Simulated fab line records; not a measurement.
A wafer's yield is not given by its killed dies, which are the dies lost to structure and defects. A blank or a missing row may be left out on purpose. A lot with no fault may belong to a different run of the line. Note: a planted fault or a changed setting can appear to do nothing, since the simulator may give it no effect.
fab line records ; flow sky130
[record] lots = 6; wafers = 18; last-day = 51
route steps=708 shown POLY_GATE@222 PAD_OPEN@708
lots untouched by any fault: they come from a run of this same line in which no faults occurred
start-h: hours from the record's opening day to when the first of the lot's shown wafers began ; wait-h: hours from the lot's prior step to this one ; " the same as in the row above ; L1.1+2: a row that stands for several wafers ; - no value, or no start was given ; * or withheld: withheld ; < > ~ a bound
route shown NAME@n: NAME is a module with steps in the file, n the number in the route of the first one ; usual: mean/standard deviation taken from wafers without a fault ; same: alike in all rows ; chamber/n: place in a boat ; sites: the reading at each site ; _std_site: standard deviation of those values ; _edge_site: outer sites' mean less inner sites' ; radius-mm: how far each site lies from the wafer's centre ; mask NAME#n: copy n ; behind: the tool/chamber that last shaped the wafer ; hold: why the lot was held/for how many hours/how that ended ; device: whichever transistor did not switch (one of n, p or np) ; end of line: tests of these same wafers at the route's end ; a step given without rows: its recipe and nothing more ; killed: count of dies lost to structure and defects at first sort (not the wafer's yield) ; map: per-die view of a wafer (x killed, . not killed, _ where there is no die)
set.NAME: the run value of the setting; set.NAME@STEP: its run value at that earlier step ; model.NAME: the simulator's own value behind a step, which no gauge read
lots at selected steps of the route; one table per step, one row per wafer
services: when a tool's chamber went out of use (start-h, in hours from the record's first day, below 0 if earlier), for how many hours, and the reason
[[steps]]
[step SKY_POLY_GATE_COAT_08]
[recipe] resist = KrF-thick; spin-rpm = 3000; resist-thk-nm = 450
[step SKY_POLY_GATE_SOFTBAKE_09]
[recipe] temp-c = 100; time-s = 90; resist = KrF-thick
[step SKY_POLY_GATE_EXPOSE_10]
[recipe] mask-id = P1M; na = 0.68; source-shape = conventional; sigma-outer = 0.6; target-cd-nm = 150; dose-mj = 28
[step SKY_POLY_GATE_PEB_11]
[recipe] peb-temp-c = withheld; peb-time-s = withheld; resist = KrF-thick
[step SKY_POLY_GATE_DEVELOP_12]
[recipe] develop-time-s = 60; resist = KrF-thick; dev-temp-c = 21
[step SKY_POLY_GATE_CD_MEAS_13]
[recipe] target-cd-nm = 150
[usual] cd-nm = 149.9/2
lot.wafer;tool;chamber;start-h;wait-h;cd-nm
L676.2;cd-sem-01;-;410.27;-;147.4
L676.4;cd-sem-01;-;410.27;-;148.3
L676.6;cd-sem-01;-;410.27;-;149.3
L677.3;cd-sem-02;-;414.09;-;151.8
L677.4;cd-sem-02;-;414.09;-;152.8
L677.5;cd-sem-02;-;414.09;-;154.0
L680.1;cd-sem-02;-;443.35;-;148.9
L680.3;cd-sem-02;-;443.35;-;149.2
L680.5;cd-sem-02;-;443.35;-;147.9
L684.1;cd-sem-02;-;478.70;-;153.2
L684.2;cd-sem-02;-;478.70;-;152.4
L684.4;cd-sem-02;-;478.70;-;151.7
L685.1;cd-sem-02;-;485.76;-;150.8
L685.3;cd-sem-02;-;485.76;-;149.9
L685.6;cd-sem-02;-;485.76;-;150.7
L694.3;cd-sem-02;-;612.08;-;151.4
L694.5;cd-sem-02;-;612.08;-;150.7
L694.6;cd-sem-02;-;612.08;-;151.5
[step SKY_POLY_GATE_OVL_MEAS_14]
[usual] POLY_GATE_OVL = 2/5.7
lot.wafer;tool;chamber;start-h;wait-h;POLY_GATE_OVL[nm]
L676.2;overlay-01;-;410.37;0.1;-2
L676.4;overlay-01;-;410.37;0.1;-5
L676.6;overlay-01;-;410.37;0.1;0
L677.3;overlay-02;-;414.18;0.1;3
L677.4;overlay-02;-;414.18;0.1;10
L677.5;overlay-02;-;414.18;0.1;-2
L680.1;overlay-02;-;443.47;0.1;6
L680.3;overlay-02;-;443.47;0.1;1
L680.5;overlay-02;-;443.47;0.1;1
L684.1;overlay-02;-;478.82;0.1;7
L684.2;overlay-02;-;478.82;0.1;-4
L684.4;overlay-02;-;478.82;0.1;6
L685.1;overlay-02;-;485.88;0.1;2
L685.3;overlay-02;-;485.88;0.1;6
L685.6;overlay-02;-;485.88;0.1;-1
L694.3;overlay-01;-;612.17;0.1;13
L694.5;overlay-01;-;612.17;0.1;16
L694.6;overlay-01;-;612.17;0.1;4
[step SKY_POLY_GATE_ETCH_15]
[recipe] chemistry = N2/H2; target = BARC; ion-energy-ev = 200; source-w = 500; bias-w = 100; pressure-mtorr = 30; n2-flow-sccm = 100; h2-flow-sccm = 200; stop-on = SiO2; time-s = 118.5; target-depth-a = 1100
[usual] drypump-motor-current-A = 5.6/0.38; oes-product-au = 0.716/0.0047; throttle-valve-pct = 13.213/0.0094
lot.wafer;tool;chamber;start-h;wait-h;drypump-motor-current-A;oes-product-au;rf-hours-counter-h;throttle-valve-pct
L676.2;rie-diel-04;1;410.40;0.0;6.1;0.709;9;13.215
L676.4;rie-diel-04;0;410.40;0.0;5.5;0.712;99;13.224
L676.6;rie-diel-04;2;410.40;0.0;5.5;0.716;-;13.203
L677.3;rie-diel-03;2;414.20;0.0;6.0;0.716;41;13.220
L677.4;rie-diel-03;1;414.20;0.0;5.7;0.714;9;13.224
L677.5;rie-diel-03;3;414.20;0.0;5.9;0.717;-;13.196
L680.1;rie-diel-01;2;443.50;0.0;5.1;0.706;98;13.230
L680.3;rie-diel-01;1;443.50;0.0;5.2;0.719;5;13.211
L680.5;rie-diel-01;2;443.50;0.0;5.1;0.714;-;13.206
L684.1;rie-diel-03;2;478.85;0.0;6.0;0.712;42;13.224
L684.2;rie-diel-03;3;478.85;0.0;5.9;0.716;34;13.217
L684.4;rie-diel-03;0;478.85;0.0;5.2;0.720;70;13.210
L685.1;rie-diel-01;2;485.92;0.0;5.1;0.711;0;13.211
L685.3;rie-diel-01;1;485.92;0.0;5.3;0.709;6;13.223
L685.6;rie-diel-01;1;485.92;0.0;5.2;0.717;-;13.214
L694.3;rie-diel-04;1;612.20;0.0;6.1;0.711;13;13.206
L694.5;rie-diel-04;2;612.20;0.0;5.5;0.709;-;13.202
L694.6;rie-diel-04;3;612.20;0.0;6.1;0.713;-;13.209
[step SKY_POLY_GATE_ETCH_16]
[recipe] stop-on = poly-Si; chemistry = CH3F/O2; target = Si3N4; source-w = 400; bias-w = 80; pressure-mtorr = 25; ch3f-flow-sccm = 40; O2_flow_sccm = 30; time-s = 147.5; target-depth-a = 750
[usual] O2_flow_sccm = 30.00/0.095; drypump-motor-current-A = 5.6/0.38; oes-product-au = 0.638/0.0054; throttle-valve-pct = 10.535/0.0094
lot.wafer;tool;chamber;start-h;wait-h;O2_flow_sccm;drypump-motor-current-A;oes-product-au;rf-hours-counter-h;throttle-valve-pct
L676.2;rie-diel-04;1;410.49;0.0;30.00;6.1;0.636;9;10.528
L676.4;rie-diel-04;0;410.49;0.0;30.07;5.5;0.636;99;10.545
L676.6;rie-diel-04;2;410.49;0.0;30.07;5.5;0.648;-;10.526
L677.3;rie-diel-03;2;414.29;0.0;30.04;6.0;0.635;41;10.526
L677.4;rie-diel-03;1;414.29;0.0;30.06;5.7;0.635;9;10.555
L677.5;rie-diel-03;3;414.29;0.0;30.06;5.8;0.649;-;10.533
L680.1;rie-diel-01;2;443.59;0.0;29.94;5.1;0.646;99;10.538
L680.3;rie-diel-01;1;443.59;0.0;29.91;5.2;0.637;5;10.541
L680.5;rie-diel-01;2;443.59;0.0;30.01;5.1;0.643;-;10.548
L684.1;rie-diel-03;2;478.94;0.0;29.83;6.0;0.646;42;10.535
L684.2;rie-diel-03;3;478.94;0.0;30.04;5.9;0.637;34;10.545
L684.4;rie-diel-03;0;478.94;0.0;30.02;5.1;0.638;70;10.544
L685.1;rie-diel-01;2;486.00;0.0;29.97;5.1;0.631;0;10.529
L685.3;rie-diel-01;1;486.00;0.0;29.93;5.2;0.637;6;10.524
L685.6;rie-diel-01;1;486.00;0.0;29.89;5.2;0.648;-;10.525
L694.3;rie-diel-04;1;612.28;0.0;29.89;6.1;0.634;13;10.532
L694.5;rie-diel-04;2;612.28;0.0;30.12;5.6;0.638;-;10.537
L694.6;rie-diel-04;3;612.28;0.0;29.92;6.1;0.647;-;10.549
[step SKY_POLY_GATE_ETCH_17]
[recipe] target-depth-nm = 180; stop-on = SiO2; over-etch-frac = 0.56667; chemistry = HBr/Cl2; target = poly-Si; icp-w = 400; bias-w = 100; pressure-mtorr = 10; HBr_flow_sccm = 150; Cl2_flow_sccm = 50; time-s = 70.5
[usual] drypump-motor-current-A = 5.6/0.54; oes-product-au = 0.986/0.0082; throttle-valve-pct = 33.683/0.0085
lot.wafer;tool;chamber;start-h;wait-h;drypump-motor-current-A;oes-product-au;rf-hours-counter-h;throttle-valve-pct
L676.2;rie-si-01;2;410.59;0.0;5.1;0.995;5;33.679
L676.4;rie-si-01;0;410.59;0.0;6.0;0.988;24;33.686
L676.6;rie-si-01;2;410.59;0.0;5.1;0.981;-;33.705
L677.3;rie-si-01;3;414.39;0.0;5.3;1.005;2;33.662
L677.4;rie-si-01;2;414.39;0.0;5.1;0.996;5;33.687
L677.5;rie-si-01;2;414.39;0.0;5.1;0.990;-;33.687
L680.1;rie-si-01;1;443.69;0.0;5.0;0.990;3;33.692
L680.3;rie-si-01;0;443.69;0.0;6.0;0.996;24;33.681
L680.5;rie-si-01;2;443.69;0.0;5.1;0.994;-;33.672
L684.1;rie-si-02;1;479.03;0.0;6.6;0.980;21;33.684
L684.2;rie-si-02;3;479.03;0.0;6.1;0.986;30;33.692
L684.4;rie-si-02;2;479.03;0.0;5.5;0.976;2;33.678
L685.1;rie-si-01;1;486.10;0.0;5.0;0.984;3;33.686
L685.3;rie-si-01;3;486.10;0.0;5.3;0.987;3;33.683
L685.6;rie-si-01;2;486.10;0.0;5.1;0.985;-;33.680
L694.3;rie-si-02;1;612.38;0.0;6.6;0.984;21;33.672
L694.5;rie-si-02;1;612.38;0.0;6.7;0.985;-;33.688
L694.6;rie-si-02;2;612.38;0.0;5.5;0.981;-;33.689
[step SKY_POLY_GATE_STRIP_18]
[recipe] chemistry = O2/N2; power-w = 1400; pressure-mtorr = 1500; platen-temp-c = withheld; o2-flow-sccm = 3000; n2-flow-sccm = 300; overash-fraction = 0.5
[usual] drypump-motor-current-A = 5.7/0.49; o2-flow-sccm = 3002/17; oes-product-au = 0.361/0.0049; strip-time-to-endpoint-s = 3.17/0.043
lot.wafer;tool;chamber;start-h;wait-h;drypump-motor-current-A;o2-flow-sccm;oes-product-au;rf-hours-counter-h;strip-time-to-endpoint-s
L676.2;plasma-asher-03;1;410.64;0.0;5.3;3010;0.357;69;3.16
L676.4;plasma-asher-03;1;410.64;0.0;5.3;3002;0.355;-;3.07
L676.6;plasma-asher-03;0;410.64;0.0;6.0;2998;0.354;-;3.12
L677.3;plasma-asher-03;1;414.47;0.1;5.3;2995;0.364;-;3.17
L677.4;plasma-asher-03;0;414.47;0.1;6.1;3020;0.356;-;3.17
L677.5;plasma-asher-03;1;414.47;0.1;5.3;2990;0.362;-;3.19
L680.1;plasma-asher-04;0;443.74;0.0;5.4;3005;0.357;64;3.19
L680.3;plasma-asher-04;1;443.74;0.0;5.3;3004;0.363;-;3.12
L680.5;plasma-asher-04;1;443.74;0.0;5.3;3008;0.363;-;3.17
L684.1;plasma-asher-01;0;479.09;0.0;6.7;2992;0.359;79;3.20
L684.2;plasma-asher-01;1;479.09;0.0;5.7;2998;0.361;79;3.17
L684.4;plasma-asher-01;1;479.09;0.0;5.7;3004;0.358;-;3.18
L685.1;plasma-asher-04;0;486.16;0.0;5.3;3013;0.365;69;3.18
L685.3;plasma-asher-04;0;486.16;0.0;5.4;3010;0.356;-;3.12
L685.6;plasma-asher-04;1;486.16;0.0;5.3;3001;0.359;-;3.11
L694.3;plasma-asher-01;0;612.47;0.1;6.7;3006;0.355;-;3.21
L694.5;plasma-asher-01;0;612.47;0.1;6.7;3001;0.355;-;3.19
L694.6;plasma-asher-01;1;612.47;0.1;5.7;2999;0.363;-;3.22
[step SKY_POLY_GATE_CLEAN_19]
[recipe] chemistry = SC1/SC2; mix = 1:4:20; temp-c = 70; time-s = 150; dry = n2-spin
[step SKY_POLY_GATE_OXIDATION_20]
[recipe] temp-c = 850; ambient = O2; stabilise-s = 600; purge-s = 300; target-thk-a = 40; ox-time-s = 899
[usual] ox-time-s = 899/0
lot.wafer;tool;chamber;start-h;wait-h;ox-time-s;model.SiO2_of_POLY_GATE_OXIDATION_20.thk-nm
L676.2;furnace-01;0;413.24;2.4;899;4.063
L676.4;furnace-01;0;413.24;2.4;899;4.062
L676.6;furnace-01;0;413.24;2.4;899;4.075
L677.3;furnace-02;0;415.99;1.4;899;3.955
L677.4;furnace-02;0;415.99;1.4;899;3.998
L677.5;furnace-02;0;415.99;1.4;899;3.971
L680.1;furnace-02;0;443.89;0.0;899;4.041
L680.3;furnace-02;0;443.89;0.0;899;4.004
L680.5;furnace-02;0;443.89;0.0;899;4.006
L684.1;furnace-01;0;479.44;0.2;1078.8;4.619
L684.2;furnace-01;0;479.44;0.2;1078.8;4.632
L684.4;furnace-01;0;479.44;0.2;1078.8;4.653
L685.1;furnace-01;0;486.31;0.0;1078.8;4.61
L685.3;furnace-01;0;486.31;0.0;1078.8;4.613
L685.6;furnace-01;0;486.31;0.0;1078.8;4.619
L694.3;furnace-01;0;613.22;0.6;899;4.054
L694.5;furnace-01;0;613.22;0.6;899;4.048
L694.6;furnace-01;0;613.22;0.6;899;4.009
[step SKY_POLY_GATE_THK_MEAS_21]
[recipe] reads = SiO2_of_POLY_GATE_OXIDATION_20
[usual] POLY_GATE_OXIDATION_THK = 4.02/0.069
lot.wafer;tool;chamber;start-h;wait-h;POLY_GATE_OXIDATION_THK[nm]
L676.2;film-metro-03;-;414.50;0.0;4.01
L676.4;film-metro-03;-;414.50;0.0;4.07
L676.6;film-metro-03;-;414.50;0.0;4.06
L677.3;film-metro-01;-;417.26;0.0;3.95
L677.4;film-metro-01;-;417.26;0.0;4.05
L677.5;film-metro-01;-;417.26;0.0;3.96
L680.1;film-metro-04;-;445.14;0.0;4.05
L680.3;film-metro-04;-;445.14;0.0;3.97
L680.5;film-metro-04;-;445.14;0.0;4.01
L684.1;film-metro-03;-;480.69;0.0;4.60
L684.2;film-metro-03;-;480.69;0.0;4.66
L684.4;film-metro-03;-;480.69;0.0;4.63
L685.1;film-metro-03;-;487.56;0.0;4.68
L685.3;film-metro-03;-;487.56;0.0;4.63
L685.6;film-metro-03;-;487.56;0.0;4.63
L694.3;film-metro-01;-;614.49;0.0;4.07
L694.5;film-metro-01;-;614.49;0.0;4.06
L694.6;film-metro-01;-;614.49;0.0;4.02
[step SKY_POLY_GATE_CD_MEAS_22]
[usual] cd-nm = 149.4/2.8
lot.wafer;tool;chamber;start-h;wait-h;cd-nm
L676.2;cd-sem-02;-;414.58;0.1;151.7
L676.4;cd-sem-02;-;414.58;0.1;149.3
L676.6;cd-sem-02;-;414.58;0.1;150.4
L677.3;cd-sem-02;-;417.35;0.1;150.7
L677.4;cd-sem-02;-;417.35;0.1;151.9
L677.5;cd-sem-02;-;417.35;0.1;156.7
L680.1;cd-sem-01;-;445.20;0.1;147.0
L680.3;cd-sem-01;-;445.20;0.1;147.3
L680.5;cd-sem-01;-;445.20;0.1;149.4
L684.1;cd-sem-02;-;480.75;0.1;156.0
L684.2;cd-sem-02;-;480.75;0.1;158.1
L684.4;cd-sem-02;-;480.75;0.1;148.1
L685.1;cd-sem-02;-;487.64;0.1;151.9
L685.3;cd-sem-02;-;487.64;0.1;149.5
L685.6;cd-sem-02;-;487.64;0.1;148.8
L694.3;cd-sem-02;-;614.59;0.1;151.5
L694.5;cd-sem-02;-;614.59;0.1;146.9
L694.6;cd-sem-02;-;614.59;0.1;150.7
[step SKY_PAD_OPEN_PROBE_99]
[usual] killed_at_M0_to_M3 = 44/7.2; killed_at_M4_up = 3.1/1.7; killed-at-contacts = 24/5.2; killed-at-front-end = 15/4.1; killed-at-other = 0.3/0.61; killed-dies = 87/10; killed-open = 48/7.5; killed-short = 39/6.6
[same] gross-dies = 492; killed-at-back-side = 0
lot.wafer;tool;chamber;start-h;wait-h;killed_at_M0_to_M3;killed_at_M4_up;killed-at-contacts;killed-at-front-end;killed-at-other;killed-dies;killed-open;killed-short;model.etest.tip-n.rs-ohm-sq
L676.2;prober-02;-;1105.03;0.1;39;1;21;17;0;78;49;29;441.1
L676.4;prober-02;-;1105.13;0.2;30;2;17;16;0;65;40;25;436.2
L676.6;prober-02;-;1105.23;0.2;42;4;32;22;0;100;49;51;440.1
L677.3;prober-01;-;1105.13;0.2;42;3;22;26;0;93;62;31;439.4
L677.4;prober-01;-;1105.18;0.2;41;5;25;16;0;87;44;43;445.6
L677.5;prober-01;-;1105.23;0.2;43;2;27;19;0;91;51;40;445.1
L680.1;prober-02;-;1125.56;0.1;56;5;26;12;1;100;58;41;443.1
L680.3;prober-02;-;1125.66;0.2;53;3;25;14;2;97;57;38;442.1
L680.5;prober-02;-;1125.76;0.2;46;4;19;19;2;90;52;38;445
L684.1;prober-02;-;1145.78;0.1;45;4;20;8;1;78;47;31;454.7
L684.2;prober-02;-;1145.83;0.1;44;2;30;26;0;102;58;44;448.4
L684.4;prober-02;-;1145.93;0.2;39;2;27;19;0;87;38;49;455.3
L685.1;prober-01;-;1149.39;0.1;47;3;26;21;1;98;56;42;446.2
L685.3;prober-01;-;1149.49;0.2;46;4;23;21;0;94;48;45;448.9
L685.6;prober-01;-;1149.64;0.2;41;7;22;7;0;77;44;31;450.2
L694.3;prober-01;-;1219.05;0.2;40;2;22;12;0;76;44;32;441.8
L694.5;prober-01;-;1219.15;0.2;50;3;28;14;0;95;53;42;441.6
L694.6;prober-01;-;1219.20;0.2;48;3;33;17;0;101;49;52;440.4
// killed by level:class
L676.2 VIA1:geometric-particle:open=9 VIA2:geometric-particle:open=8 CONTACT:geometric-particle:open=7 VIA3:geometric-particle:open=7 FIELD_ISO:geometric-particle:open=6 LI_CONTACT:geometric-particle:open=6 FIELD_ISO:geometric-particle:short=4 CONTACT:geometric-particle:short=4
L677.3 CONTACT:geometric-particle:open=10 VIA1:geometric-particle:open=10 VIA2:geometric-particle:open=9 POLY_GATE:geometric-particle:open=8 LI_CONTACT:geometric-particle:open=7 SPACER:geometric-particle:open=5 METAL1:geometric-particle:short=5 METAL2:geometric-particle:short=5
L676.4 VIA1:geometric-particle:open=10 CONTACT:geometric-particle:open=6 FIELD_ISO:geometric-particle:short=5 VIA2:geometric-particle:open=5 FIELD_ISO:geometric-particle:open=4 LI_CONTACT:geometric-particle:open=4 CONTACT:geometric-particle:short=4 POLY_CUT:geometric-particle:open=3
L677.4 VIA1:geometric-particle:open=13 CONTACT:geometric-particle:short=9 FIELD_ISO:geometric-particle:open=6 CONTACT:geometric-particle:open=5 VIA1:geometric-particle:short=4 METAL2:geometric-particle:short=4 VIA2:geometric-particle:open=4 VIA3:geometric-particle:open=4
L677.5 VIA1:geometric-particle:open=12 CONTACT:geometric-particle:short=9 CONTACT:geometric-particle:open=9 VIA3:geometric-particle:open=8 FIELD_ISO:geometric-particle:open=6 METAL1:geometric-particle:short=6 METAL2:geometric-particle:short=5 POLY_GATE:geometric-particle:open=4
L676.6 CONTACT:geometric-particle:short=9 VIA1:geometric-particle:open=8 VIA2:geometric-particle:open=8 CONTACT:geometric-particle:open=8 METAL2:geometric-particle:short=7 FIELD_ISO:geometric-particle:open=5 POLY_GATE:geometric-particle:open=5 VIA3:geometric-particle:open=5
L680.1 VIA1:geometric-particle:open=16 CONTACT:geometric-particle:open=11 VIA2:geometric-particle:open=11 VIA1:geometric-particle:short=7 METAL2:geometric-particle:short=7 LOCAL_INTERCONNECT:geometric-particle:short=6 LI_CONTACT:geometric-particle:open=5 FIELD_ISO:geometric-particle:short=3
L680.3 VIA1:geometric-particle:open=12 VIA2:geometric-particle:open=10 CONTACT:geometric-particle:open=8 LI_CONTACT:geometric-particle:open=7 METAL1:geometric-particle:short=7 FIELD_ISO:geometric-particle:open=6 VIA3:geometric-particle:open=6 LOCAL_INTERCONNECT:geometric-particle:short=5
L680.5 VIA1:geometric-particle:open=16 FIELD_ISO:geometric-particle:open=7 METAL2:geometric-particle:short=6 VIA2:geometric-particle:open=6 FIELD_ISO:geometric-particle:short=5 CONTACT:geometric-particle:open=5 POLY_GATE:geometric-particle:open=4 LI_CONTACT:geometric-particle:short=4
L684.1 VIA1:geometric-particle:open=15 CONTACT:geometric-particle:open=11 VIA3:geometric-particle:open=6 VIA2:geometric-particle:open=5 VIA3:geometric-particle:short=5 VIA1:geometric-particle:short=4 POLY_GATE:geometric-particle:short=3 LI_CONTACT:geometric-particle:open=3
L684.2 VIA1:geometric-particle:open=11 CONTACT:geometric-particle:open=8 FIELD_ISO:geometric-particle:open=7 LI_CONTACT:geometric-particle:open=7 VIA2:geometric-particle:open=7 VIA3:geometric-particle:open=7 POLY_GATE:geometric-particle:open=6 POLY_GATE:geometric-particle:short=6
L684.4 CONTACT:geometric-particle:open=9 CONTACT:geometric-particle:short=7 METAL1:geometric-particle:short=7 METAL2:geometric-particle:short=7 VIA1:geometric-particle:open=6 POLY_GATE:geometric-particle:open=5 LI_CONTACT:geometric-particle:open=5 FIELD_ISO:geometric-particle:open=4
L685.1 VIA1:geometric-particle:open=19 CONTACT:geometric-particle:open=8 POLY_GATE:geometric-particle:open=7 LI_CONTACT:geometric-particle:open=7 FIELD_ISO:geometric-particle:open=6 METAL1:geometric-particle:short=6 METAL2:geometric-particle:short=5 LOCAL_INTERCONNECT:geometric-particle:short=5
L685.3 LI_CONTACT:geometric-particle:open=10 VIA1:geometric-particle:open=8 METAL1:geometric-particle:short=7 CONTACT:geometric-particle:open=6 FIELD_ISO:geometric-particle:open=5 POLY_GATE:geometric-particle:open=5 POLY_GATE:geometric-particle:short=5 VIA1:geometric-particle:short=5
L685.6 VIA1:geometric-particle:open=14 LI_CONTACT:geometric-particle:open=10 VIA3:geometric-particle:open=6 CONTACT:geometric-particle:open=5 METAL4:geometric-particle:short=5 LOCAL_INTERCONNECT:geometric-particle:short=4 METAL3:geometric-particle:short=4 VIA1:geometric-particle:short=4
L694.3 CONTACT:geometric-particle:open=12 VIA1:geometric-particle:open=7 METAL1:geometric-particle:short=7 VIA2:geometric-particle:open=7 VIA1:geometric-particle:short=5 LI_CONTACT:geometric-particle:short=4 METAL2:geometric-particle:short=4 VIA3:geometric-particle:open=4
L694.5 VIA1:geometric-particle:open=13 CONTACT:geometric-particle:open=11 METAL2:geometric-particle:short=10 LI_CONTACT:geometric-particle:open=7 FIELD_ISO:geometric-particle:short=6 LOCAL_INTERCONNECT:geometric-particle:open=4 CONTACT:geometric-particle:short=4 METAL1:geometric-particle:short=4
L694.6 METAL2:geometric-particle:short=15 CONTACT:geometric-particle:open=10 LI_CONTACT:geometric-particle:open=8 CONTACT:geometric-particle:short=7 VIA1:geometric-particle:open=6 VIA2:geometric-particle:open=6 FIELD_ISO:geometric-particle:open=5 LOCAL_INTERCONNECT:geometric-particle:short=5
[[services]]
tool;chamber;start-h;hours;kind
rie-diel-03;0;407.09;3.6;repair
plasma-asher-03;-;421.25;9.0;pm
furnace-02;-;425.78;3.6;pm
plasma-asher-04;-;425.99;0.6;repair
rie-diel-04;3;432.95;13.7;repair
rie-diel-03;2;447.76;11.5;repair
rie-si-01;0;451.71;28.4;repair
plasma-asher-03;-;477.49;1.9;repair
rie-diel-01;3;483.23;24.2;repair
rie-si-01;2;488.22;2.1;repair
rie-diel-04;-;488.85;2.8;pm
rie-diel-03;1;489.10;4.3;repair
furnace-02;-;499.20;21.8;pm
plasma-asher-01;-;506.24;2.5;repair
rie-diel-03;0;509.13;2.6;repair
plasma-asher-04;-;518.61;0.8;repair
rie-diel-03;1;520.50;5.3;repair
furnace-02;-;520.97;3.9;pm
furnace-02;-;527.60;35.0;repair
rie-si-02;-;528.09;4.0;pm
plasma-asher-04;-;535.12;7.9;repair
rie-diel-01;3;544.56;11.5;repair
rie-diel-03;2;555.30;7.2;repair
furnace-01;-;557.91;3.5;pm
[[key]]
[first-sign] step = SKY_POLY_GATE_OXIDATION_20; reading = ox-time-s; direction = up; sigmas = 99+; usual = *; struck = *
[effect] step = SKY_POLY_GATE_THK_MEAS_21; reading = POLY_GATE_OXIDATION_THK; direction = up; sigmas = 9; usual = 4.02; struck = 4.64
[model-effect] step = SKY_POLY_GATE_OXIDATION_20; value = SiO2_of_POLY_GATE_OXIDATION_20.thk-nm; without = 4.059; struck = 4.624
[model-effect] step = SKY_PAD_OPEN_PROBE_99; value = etest.tip-n.rs-ohm-sq; without = 442.5; struck = 450.6
met-at SKY_POLY_GATE_OXIDATION_20
struck-wafers L684.1,L684.2,L684.4,L685.1,L685.3,L685.6
tester-left-out L684,L685
onset-between 413.24 479.44
[fault] kind = process-parameter-drift; tool = furnace-01; chamber = -; onset-h = 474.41; steps = SKY_POLY_GATE_OXIDATION_20; channel = ox-time-s; offset = *; shape = step; end-h = 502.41; acts-in = *; stated = *
// tester-left-out: of these lots the tester's yield and bins aren't shown, on N5 and GAA mostly nor the transistor test; their killed dies are dies lost to structure and defects alone, not to doping, threshold or leakage, so they don't give the yield
